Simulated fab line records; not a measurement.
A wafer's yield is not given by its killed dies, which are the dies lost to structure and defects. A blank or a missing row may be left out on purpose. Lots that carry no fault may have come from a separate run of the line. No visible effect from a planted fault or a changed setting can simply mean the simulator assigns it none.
fab line records :: flow sky130
record
  lots=7
  wafers=21
  last_day=50
route steps=708 shown FIELD_ISO@21 NWELL@32 DNWELL@35
lots that met no fault: taken from a fault-free run of the same line
start_h: the number of hours between the record's first day and the start of the first shown wafer of the lot :: wait_h: hours elapsed since this lot's preceding step :: " the same as in the row above :: L1.1+2: several wafers, shown together as one row :: - no value, or no start was given :: * or withheld: withheld :: < > ~ a bound
route shown NAME@n: a module of which the file shows steps, and the number in the route of the first :: usual: mean and standard deviation over wafers with no fault :: same: alike in all rows :: chamber/n: place in a boat :: sites: per-site readings :: _std_site: the standard deviation of these :: _edge_site: outer sites' mean less inner sites' :: radius_mm: how far each site lies from the wafer's centre :: mask NAME#n: copy n :: behind: the last tool/chamber to shape the wafer :: hold: reason for holding the lot/hours on hold/outcome of the hold :: device: transistor that didn't switch, given as n, p or np :: end of line: the tests these same wafers got at the end of their route :: where a step has no rows: the recipe by itself :: killed: the dies lost at the first sort to structure and to defects; this is not the yield of the wafer :: map: a wafer's dies, marking killed ones x, the rest . and places with no die _
set.NAME: setting as actually run; set.NAME@STEP: the setting as run at that earlier step :: model.NAME: the simulator's own value behind a step, which no gauge read
certain route steps with their lots: each step a table, each wafer a row
services: a tool's chamber out of use, with start hour (start_h, from the record's first day; less than 0 if before it), hours out, and reason
## steps
# step SKY_FIELD_ISO_CLEAN_20
# recipe
  chemistry=dHF
  time_s=20
  dilution=100:1
# step SKY_FIELD_ISO_WET_ETCH_21
# recipe
  chemistry=dHF
  dilution=100:1
  target_depth_nm=20
  dry=ipa_marangoni
  target=SiO2
  temp_c=25
  time_s=389.8
# step SKY_FIELD_ISO_OXIDATION_22
# recipe
  temp_c=950
  ambient=O2
  stabilise_s=600
  purge_s=300
  target_thk_a=100
  ox_time_s=623
# step SKY_FIELD_ISO_THK_MEAS_23
# recipe
  reads=SiO2_of_FIELD_ISO_OXIDATION_22
# usual
  FIELD_ISO_OXIDATION_01_THK=10.02/0.15
lot.wafer: L688.1
tool: film_metro-03
chamber: -
start_h: 29.90
wait_h: 0.0
FIELD_ISO_OXIDATION_01_THK[nm]: 9.93

lot.wafer: L688.4
tool: film_metro-03
chamber: -
start_h: 29.90
wait_h: 0.0
FIELD_ISO_OXIDATION_01_THK[nm]: 10.11

lot.wafer: L688.5
tool: film_metro-03
chamber: -
start_h: 29.90
wait_h: 0.0
FIELD_ISO_OXIDATION_01_THK[nm]: 10.03

lot.wafer: L700.2
tool: film_metro-02
chamber: -
start_h: 95.56
wait_h: 0.0
FIELD_ISO_OXIDATION_01_THK[nm]: 10.11

lot.wafer: L700.4
tool: film_metro-02
chamber: -
start_h: 95.56
wait_h: 0.0
FIELD_ISO_OXIDATION_01_THK[nm]: 10.06

lot.wafer: L700.5
tool: film_metro-02
chamber: -
start_h: 95.56
wait_h: 0.0
FIELD_ISO_OXIDATION_01_THK[nm]: 10.11

lot.wafer: L702.1
tool: film_metro-03
chamber: -
start_h: 104.39
wait_h: 0.0
FIELD_ISO_OXIDATION_01_THK[nm]: 10.22

lot.wafer: L702.4
tool: film_metro-03
chamber: -
start_h: 104.39
wait_h: 0.0
FIELD_ISO_OXIDATION_01_THK[nm]: 10.20

lot.wafer: L702.5
tool: film_metro-03
chamber: -
start_h: 104.39
wait_h: 0.0
FIELD_ISO_OXIDATION_01_THK[nm]: 10.02

lot.wafer: L703.1
tool: film_metro-04
chamber: -
start_h: 112.61
wait_h: 0.0
FIELD_ISO_OXIDATION_01_THK[nm]: 10.28

lot.wafer: L703.3
tool: film_metro-04
chamber: -
start_h: 112.61
wait_h: 0.0
FIELD_ISO_OXIDATION_01_THK[nm]: 10.27

lot.wafer: L703.4
tool: film_metro-04
chamber: -
start_h: 112.61
wait_h: 0.0
FIELD_ISO_OXIDATION_01_THK[nm]: 10.09

lot.wafer: L704.1
tool: film_metro-04
chamber: -
start_h: 120.12
wait_h: 0.0
FIELD_ISO_OXIDATION_01_THK[nm]: 9.94

lot.wafer: L704.5
tool: film_metro-04
chamber: -
start_h: 120.12
wait_h: 0.0
FIELD_ISO_OXIDATION_01_THK[nm]: 10.02

lot.wafer: L704.6
tool: film_metro-04
chamber: -
start_h: 120.12
wait_h: 0.0
FIELD_ISO_OXIDATION_01_THK[nm]: 9.97

lot.wafer: L705.1
tool: film_metro-03
chamber: -
start_h: 120.15
wait_h: 0.0
FIELD_ISO_OXIDATION_01_THK[nm]: 10.06

lot.wafer: L705.4
tool: film_metro-03
chamber: -
start_h: 120.15
wait_h: 0.0
FIELD_ISO_OXIDATION_01_THK[nm]: 10.09

lot.wafer: L705.6
tool: film_metro-03
chamber: -
start_h: 120.15
wait_h: 0.0
FIELD_ISO_OXIDATION_01_THK[nm]: 10.08

lot.wafer: L711.2
tool: film_metro-04
chamber: -
start_h: 162.81
wait_h: 0.0
FIELD_ISO_OXIDATION_01_THK[nm]: 9.83

lot.wafer: L711.3
tool: film_metro-04
chamber: -
start_h: 162.81
wait_h: 0.0
FIELD_ISO_OXIDATION_01_THK[nm]: 9.86

lot.wafer: L711.6
tool: film_metro-04
chamber: -
start_h: 162.81
wait_h: 0.0
FIELD_ISO_OXIDATION_01_THK[nm]: 9.76
# step SKY_FIELD_ISO_CVD_24
# recipe
  material=SiO2
  target_thk_nm=595
  temp_c=650
  sigma_open_frac=0.3
  time_s=99.2
  sih4_flow_sccm=60
  pressure_mtorr=6
# step SKY_FIELD_ISO_THK_MEAS_25
# recipe
  reads=SiO2_of_FIELD_ISO_CVD_24
# usual
  FIELD_ISO_CVD_24_THK=592/5.1
lot.wafer: L688.1
tool: film_metro-03
chamber: -
start_h: 30.03
wait_h: 0.0
FIELD_ISO_CVD_24_THK[nm]: 599

lot.wafer: L688.4
tool: film_metro-03
chamber: -
start_h: 30.03
wait_h: 0.0
FIELD_ISO_CVD_24_THK[nm]: 583

lot.wafer: L688.5
tool: film_metro-03
chamber: -
start_h: 30.03
wait_h: 0.0
FIELD_ISO_CVD_24_THK[nm]: 588

lot.wafer: L700.2
tool: film_metro-04
chamber: -
start_h: 95.69
wait_h: 0.0
FIELD_ISO_CVD_24_THK[nm]: 590

lot.wafer: L700.4
tool: film_metro-04
chamber: -
start_h: 95.69
wait_h: 0.0
FIELD_ISO_CVD_24_THK[nm]: 589

lot.wafer: L700.5
tool: film_metro-04
chamber: -
start_h: 95.69
wait_h: 0.0
FIELD_ISO_CVD_24_THK[nm]: 592

lot.wafer: L702.1
tool: film_metro-02
chamber: -
start_h: 104.52
wait_h: 0.0
FIELD_ISO_CVD_24_THK[nm]: 601

lot.wafer: L702.4
tool: film_metro-02
chamber: -
start_h: 104.52
wait_h: 0.0
FIELD_ISO_CVD_24_THK[nm]: 598

lot.wafer: L702.5
tool: film_metro-02
chamber: -
start_h: 104.52
wait_h: 0.0
FIELD_ISO_CVD_24_THK[nm]: 591

lot.wafer: L703.1
tool: film_metro-04
chamber: -
start_h: 112.75
wait_h: 0.0
FIELD_ISO_CVD_24_THK[nm]: 595

lot.wafer: L703.3
tool: film_metro-04
chamber: -
start_h: 112.75
wait_h: 0.0
FIELD_ISO_CVD_24_THK[nm]: 595

lot.wafer: L703.4
tool: film_metro-04
chamber: -
start_h: 112.75
wait_h: 0.0
FIELD_ISO_CVD_24_THK[nm]: 597

lot.wafer: L704.1
tool: film_metro-03
chamber: -
start_h: 120.25
wait_h: 0.0
FIELD_ISO_CVD_24_THK[nm]: 598

lot.wafer: L704.5
tool: film_metro-03
chamber: -
start_h: 120.25
wait_h: 0.0
FIELD_ISO_CVD_24_THK[nm]: 593

lot.wafer: L704.6
tool: film_metro-03
chamber: -
start_h: 120.25
wait_h: 0.0
FIELD_ISO_CVD_24_THK[nm]: 594

lot.wafer: L705.1
tool: film_metro-03
chamber: -
start_h: 120.31
wait_h: 0.1
FIELD_ISO_CVD_24_THK[nm]: 603

lot.wafer: L705.4
tool: film_metro-03
chamber: -
start_h: 120.31
wait_h: 0.1
FIELD_ISO_CVD_24_THK[nm]: 594

lot.wafer: L705.6
tool: film_metro-03
chamber: -
start_h: 120.31
wait_h: 0.1
FIELD_ISO_CVD_24_THK[nm]: 601

lot.wafer: L711.2
tool: film_metro-03
chamber: -
start_h: 162.95
wait_h: 0.0
FIELD_ISO_CVD_24_THK[nm]: 587

lot.wafer: L711.3
tool: film_metro-03
chamber: -
start_h: 162.95
wait_h: 0.0
FIELD_ISO_CVD_24_THK[nm]: 593

lot.wafer: L711.6
tool: film_metro-03
chamber: -
start_h: 162.95
wait_h: 0.0
FIELD_ISO_CVD_24_THK[nm]: 593
# step SKY_FIELD_ISO_ANNEAL_26
# recipe
  temp_c=1000
  time_s=1800
  ambient=N2
# step SKY_FIELD_ISO_CMP_27
# recipe
  stop_on=Si3N4
  t_overpolish_s=16
  down_force_psi=4
  platen_rpm=60
  target_thk_nm=457.8
  pad_velocity_m_s=0.94248
# usual
  motor_current_A=13.3/1
  overpolish_run_s=15.999/0.0091
  slurry_flow_ml_min=150.0/0.45
  time_to_endpoint_s=112/4.1
lot.wafer: L688.1
tool: cmp-01
chamber: 1
start_h: 31.59
wait_h: 0.0
motor_current_A: 12.6
overpolish_run_s: 16.001
slurry_flow_ml_min: 149.6
time_to_endpoint_s: 111

lot.wafer: L688.4
tool: cmp-01
chamber: 3
start_h: 31.59
wait_h: 0.0
motor_current_A: 12.5
overpolish_run_s: 16.003
slurry_flow_ml_min: 149.6
time_to_endpoint_s: 113

lot.wafer: L688.5
tool: cmp-01
chamber: 2
start_h: 31.59
wait_h: 0.0
motor_current_A: 13.8
overpolish_run_s: 15.999
slurry_flow_ml_min: 149.3
time_to_endpoint_s: 116

lot.wafer: L700.4
tool: cmp-01
chamber: 3
start_h: 97.88
wait_h: 0.0
motor_current_A: 13.1
overpolish_run_s: 16.007
slurry_flow_ml_min: 150.5
time_to_endpoint_s: 107

lot.wafer: L700.2
tool: cmp-01
chamber: 2
start_h: 97.88
wait_h: 0.0
motor_current_A: 13.7
overpolish_run_s: 15.988
slurry_flow_ml_min: 150.2
time_to_endpoint_s: 109

lot.wafer: L700.5
tool: cmp-01
chamber: 0
start_h: 97.88
wait_h: 0.0
motor_current_A: 15.1
overpolish_run_s: 15.991
slurry_flow_ml_min: 149.8
time_to_endpoint_s: 107

lot.wafer: L702.1
tool: cmp-01
chamber: 3
start_h: 106.32
wait_h: 0.0
motor_current_A: 13.1
overpolish_run_s: 15.997
slurry_flow_ml_min: 150.3
time_to_endpoint_s: 110

lot.wafer: L702.4
tool: cmp-01
chamber: 1
start_h: 106.32
wait_h: 0.0
motor_current_A: 12.6
overpolish_run_s: 15.984
slurry_flow_ml_min: 150.3
time_to_endpoint_s: 108

lot.wafer: L702.5
tool: cmp-01
chamber: 0
start_h: 106.32
wait_h: 0.0
motor_current_A: 14.8
overpolish_run_s: 16.002
slurry_flow_ml_min: 150.4
time_to_endpoint_s: 106

lot.wafer: L703.1
tool: cmp-01
chamber: 2
start_h: 116.04
wait_h: 0.1
motor_current_A: 13.2
overpolish_run_s: 16.005
slurry_flow_ml_min: 149.9
time_to_endpoint_s: 109

lot.wafer: L703.4
tool: cmp-01
chamber: 3
start_h: 116.04
wait_h: 0.1
motor_current_A: 13.3
overpolish_run_s: 15.993
slurry_flow_ml_min: 150.2
time_to_endpoint_s: 117

lot.wafer: L703.3
tool: cmp-01
chamber: 0
start_h: 116.04
wait_h: 0.1
motor_current_A: 15.6
overpolish_run_s: 16.003
slurry_flow_ml_min: 150.3
time_to_endpoint_s: 111

lot.wafer: L705.1
tool: cmp-01
chamber: 3
start_h: 125.06
wait_h: 0.1
motor_current_A: 13.4
overpolish_run_s: 15.989
slurry_flow_ml_min: 150.2
time_to_endpoint_s: 110

lot.wafer: L705.4
tool: cmp-01
chamber: 1
start_h: 125.06
wait_h: 0.1
motor_current_A: 12.2
overpolish_run_s: 16.010
slurry_flow_ml_min: 150.6
time_to_endpoint_s: 107

lot.wafer: L705.6
tool: cmp-01
chamber: 3
start_h: 125.06
wait_h: 0.1
motor_current_A: 13.5
overpolish_run_s: 15.995
slurry_flow_ml_min: 150.8
time_to_endpoint_s: 111

lot.wafer: L704.1
tool: cmp-02
chamber: 2
start_h: 125.16
wait_h: 0.1
motor_current_A: 12.3
overpolish_run_s: 16.020
slurry_flow_ml_min: 148.9
time_to_endpoint_s: 120

lot.wafer: L704.6
tool: cmp-02
chamber: 3
start_h: 125.16
wait_h: 0.1
motor_current_A: 14.0
overpolish_run_s: 16.006
slurry_flow_ml_min: 149.8
time_to_endpoint_s: 121

lot.wafer: L704.5
tool: cmp-02
chamber: 0
start_h: 125.16
wait_h: 0.1
motor_current_A: 13.6
overpolish_run_s: 15.994
slurry_flow_ml_min: 150.9
time_to_endpoint_s: 117

lot.wafer: L711.3
tool: cmp-01
chamber: 1
start_h: 164.50
wait_h: 0.0
motor_current_A: 13.1
overpolish_run_s: 16.008
slurry_flow_ml_min: 150.2
time_to_endpoint_s: 112

lot.wafer: L711.2
tool: cmp-01
chamber: 3
start_h: 164.50
wait_h: 0.0
motor_current_A: 12.7
overpolish_run_s: 15.995
slurry_flow_ml_min: 149.8
time_to_endpoint_s: 113

lot.wafer: L711.6
tool: cmp-01
chamber: 1
start_h: 164.50
wait_h: 0.0
motor_current_A: 13.2
overpolish_run_s: 15.998
slurry_flow_ml_min: 150.0
time_to_endpoint_s: 109
# step SKY_FIELD_ISO_WET_ETCH_28
# recipe
  chemistry=dHF
  target_depth_nm=23.7
  target=SiO2
  dilution=10:1
  temp_c=25
  time_s=47
# step SKY_FIELD_ISO_WET_ETCH_29
# recipe
  chemistry=H3PO4
  target_depth_nm=160
  target=Si3N4
  temp_c=160
  time_s=1825
# step SKY_FIELD_ISO_WET_ETCH_30
# recipe
  chemistry=dHF
  target_depth_nm=25
  target=SiO2
  dilution=10:1
  temp_c=25
  time_s=50
# step SKY_NWELL_CLEAN_00
# recipe
  chemistry=SC1/SC2
  mix=1:4:20
  temp_c=70
  time_s=150
  dry=n2_spin
# step SKY_NWELL_OXIDATION_01
# recipe
  temp_c=900
  ambient=O2
  stabilise_s=600
  purge_s=300
  target_thk_a=100
  ox_time_s=1418
# usual
  ox_temp_c=900.1/0.51
  ox_temp_c_max=905.6/2.6
  spike_tc_upper_C=900.9/1.2
  tube_center_temp_C_max=902.3/0.4
lot.wafer: L688.1
tool: furnace-02
chamber: 0
start_h: 32.51
wait_h: 0.0
ox_temp_c: 900.6
ox_temp_c_max: 909.4
spike_tc_upper_C: 899.4
tube_center_temp_C_max: 902.1

lot.wafer: L688.4
tool: furnace-02
chamber: 0
start_h: 32.51
wait_h: 0.0
ox_temp_c: 900.8
ox_temp_c_max: 909.0
spike_tc_upper_C: 899.6
tube_center_temp_C_max: 902.0

lot.wafer: L688.5
tool: furnace-02
chamber: 0
start_h: 32.51
wait_h: 0.0
ox_temp_c: 900.3
ox_temp_c_max: 908.4
spike_tc_upper_C: 899.4
tube_center_temp_C_max: 902.1

lot.wafer: L700.2
tool: furnace-01
chamber: 0
start_h: 98.79
wait_h: 0.0
ox_temp_c: 899.9
ox_temp_c_max: 903.2
spike_tc_upper_C: 902.1
tube_center_temp_C_max: 902.3

lot.wafer: L700.4
tool: furnace-01
chamber: 0
start_h: 98.79
wait_h: 0.0
ox_temp_c: 900.2
ox_temp_c_max: 903.5
spike_tc_upper_C: 900.4
tube_center_temp_C_max: 901.8

lot.wafer: L700.5
tool: furnace-01
chamber: 0
start_h: 98.79
wait_h: 0.0
ox_temp_c: 900.1
ox_temp_c_max: 903.4
spike_tc_upper_C: 903.1
tube_center_temp_C_max: 902.7

lot.wafer: L702.1
tool: furnace-01
chamber: -
start_h: 108.64
wait_h: 1.4
ox_temp_c: -
ox_temp_c_max: -
spike_tc_upper_C: -
tube_center_temp_C_max: -

lot.wafer: L702.4
tool: furnace-01
chamber: -
start_h: 108.64
wait_h: 1.4
ox_temp_c: -
ox_temp_c_max: -
spike_tc_upper_C: -
tube_center_temp_C_max: -

lot.wafer: L702.5
tool: furnace-01
chamber: -
start_h: 108.64
wait_h: 1.4
ox_temp_c: -
ox_temp_c_max: -
spike_tc_upper_C: -
tube_center_temp_C_max: -

lot.wafer: L703.1
tool: furnace-01
chamber: -
start_h: 120.11
wait_h: 3.1
ox_temp_c: -
ox_temp_c_max: -
spike_tc_upper_C: -
tube_center_temp_C_max: -

lot.wafer: L703.3
tool: furnace-01
chamber: -
start_h: 120.11
wait_h: 3.1
ox_temp_c: -
ox_temp_c_max: -
spike_tc_upper_C: -
tube_center_temp_C_max: -

lot.wafer: L703.4
tool: furnace-01
chamber: -
start_h: 120.11
wait_h: 3.1
ox_temp_c: -
ox_temp_c_max: -
spike_tc_upper_C: -
tube_center_temp_C_max: -

lot.wafer: L704.1
tool: furnace-01
chamber: -
start_h: 126.85
wait_h: 0.9
ox_temp_c: -
ox_temp_c_max: -
spike_tc_upper_C: -
tube_center_temp_C_max: -

lot.wafer: L704.5
tool: furnace-01
chamber: -
start_h: 126.85
wait_h: 0.9
ox_temp_c: -
ox_temp_c_max: -
spike_tc_upper_C: -
tube_center_temp_C_max: -

lot.wafer: L704.6
tool: furnace-01
chamber: -
start_h: 126.85
wait_h: 0.9
ox_temp_c: -
ox_temp_c_max: -
spike_tc_upper_C: -
tube_center_temp_C_max: -

lot.wafer: L705.1
tool: furnace-01
chamber: 0
start_h: 126.85
wait_h: 0.9
ox_temp_c: 899.6
ox_temp_c_max: 903.4
spike_tc_upper_C: 904.1
tube_center_temp_C_max: 902.4

lot.wafer: L705.4
tool: furnace-01
chamber: 0
start_h: 126.85
wait_h: 0.9
ox_temp_c: 899.1
ox_temp_c_max: 902.1
spike_tc_upper_C: 902.4
tube_center_temp_C_max: 902.0

lot.wafer: L705.6
tool: furnace-01
chamber: 0
start_h: 126.85
wait_h: 0.9
ox_temp_c: 899.6
ox_temp_c_max: 902.4
spike_tc_upper_C: 901.3
tube_center_temp_C_max: 902.4

lot.wafer: L711.2
tool: furnace-01
chamber: 0
start_h: 167.51
wait_h: 2.1
ox_temp_c: 899.9
ox_temp_c_max: 903.2
spike_tc_upper_C: 901.7
tube_center_temp_C_max: 902.6

lot.wafer: L711.3
tool: furnace-01
chamber: 0
start_h: 167.51
wait_h: 2.1
ox_temp_c: 900.6
ox_temp_c_max: 904.0
spike_tc_upper_C: 901.5
tube_center_temp_C_max: 902.4

lot.wafer: L711.6
tool: furnace-01
chamber: 0
start_h: 167.51
wait_h: 2.1
ox_temp_c: 900.0
ox_temp_c_max: 903.6
spike_tc_upper_C: 900.4
tube_center_temp_C_max: 902.4
# step SKY_DNWELL_DEHYDRATE_00
# recipe
  temp_c=200
  time_s=60
## services
tool: furnace-01
chamber: -
start_h: 11.63
hours: 3.6
kind: pm

tool: cmp-01
chamber: -
start_h: 17.71
hours: 0.3
kind: repair

tool: cmp-02
chamber: -
start_h: 28.61
hours: 3.4
kind: repair

tool: cmp-02
chamber: -
start_h: 33.00
hours: 0.5
kind: repair

tool: cmp-01
chamber: -
start_h: 64.00
hours: 4.0
kind: pm

tool: cmp-01
chamber: -
start_h: 66.53
hours: 0.5
kind: repair

tool: cmp-01
chamber: -
start_h: 68.00
hours: -
kind: consumable_replace:conditioner

tool: cmp-01
chamber: -
start_h: 68.00
hours: -
kind: consumable_replace:pad

tool: cmp-02
chamber: -
start_h: 69.62
hours: 51.3
kind: repair

tool: furnace-02
chamber: -
start_h: 85.55
hours: 3.8
kind: pm

tool: furnace-01
chamber: -
start_h: 112.61
hours: 4.8
kind: pm

tool: furnace-02
chamber: -
start_h: 118.74
hours: 3.4
kind: pm

tool: cmp-01
chamber: -
start_h: 159.23
hours: 2.1
kind: repair
## key
first_sign
  step=SKY_NWELL_OXIDATION_01
  reading=tool_record
  direction=missing
effect none on later readings
met_at SKY_NWELL_OXIDATION_01
struck_wafers L702.1,L702.4,L702.5,L703.1,L703.3,L703.4,L704.1,L704.5,L704.6
later_rows_left_out L702.1,L702.4,L702.5,L703.1,L703.3,L703.4,L704.1,L704.5,L704.6
sort_left_out L702.1,L702.4,L702.5,L703.1,L703.3,L703.4,L704.1,L704.5,L704.6
tester_left_out L702,L703,L704
onset_between 98.79 108.64
fault
  kind=skipped_step_whole
  tool=furnace-01
  chamber=-
  onset_h=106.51
  steps=SKY_NWELL_OXIDATION_01
  scope=struck_lots_only
# tester_left_out: of these lots the tester's yield and bins aren't shown, on N5 and GAA mostly nor the transistor test; their killed dies are dies lost to structure and defects alone, not to doping, threshold or leakage, so they don't give the yield
# sort_left_out: the simulated sort isn't trusted on such a fault, so these wafers' sort isn't shown, and their yield isn't known
# later_rows_left_out: the simulator's readings of these wafers behind a module that went badly wrong aren't trusted and aren't shown, but for the sort
